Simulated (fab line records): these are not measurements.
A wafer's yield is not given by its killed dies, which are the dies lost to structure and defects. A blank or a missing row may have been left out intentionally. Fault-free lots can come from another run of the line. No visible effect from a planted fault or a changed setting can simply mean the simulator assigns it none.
Chamber matching -- flow sky130 -- 4 sister chambers for SKY_VIA1_ETCH_15 on rieDiel-03
The step etches SiO2 in C4F8/O2/Ar, stops on TiN, target depth 351 nm, time 54 s. 4 wafers are shown with their chamber, then 9 later ones without.

WAFERS WITH THEIR CHAMBER
wafer,chamber,oesProductAu (a.u.)
L075.3,2,0.984
L084.3,1,0.985
L087.1,3,0.978
L087.6,0,0.991

WAFERS WITHOUT THEIR CHAMBER
wafer,oesProductAu (a.u.)
L088.2,0.982
L088.3,0.980
L088.4,0.981
L089.2,0.979
L089.5,0.991
L089.6,0.981
L097.2,0.986
L097.3,0.983
L097.4,0.976

EACH ONE'S CHAMBER
wafer,from the rows above,in truth
L088.2,can't be placed: 2 or 1 or 3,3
L088.3,can't be placed: 3 or 2 or 1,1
L088.4,can't be placed: 2 or 3 or 1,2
L089.2,3,3
L089.5,0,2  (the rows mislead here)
L089.6,can't be placed: 2 or 3 or 1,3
L097.2,can't be placed: 1 or 2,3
L097.3,can't be placed: 2 or 1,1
L097.4,3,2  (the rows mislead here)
1 of 9 placed correctly. From these rows, 6 cannot be placed; in 5 the true chamber is one of the candidates. Placed wrongly: 2.
How it was worked out, from the rows above alone: a wafer's distance from a chamber is the root of the sum, over the readings, of the square of ((its reading less the chamber's mean) divided by the reading's scatter). The wafer belongs to the nearest chamber; if the next one is less than 2 further off, it can't be placed. The mean given for a chamber averages the wafers shown for that chamber. The scatter: root of mean squared gap, hidden wafer to nearest shown wafer, with one shown wafer a chamber.
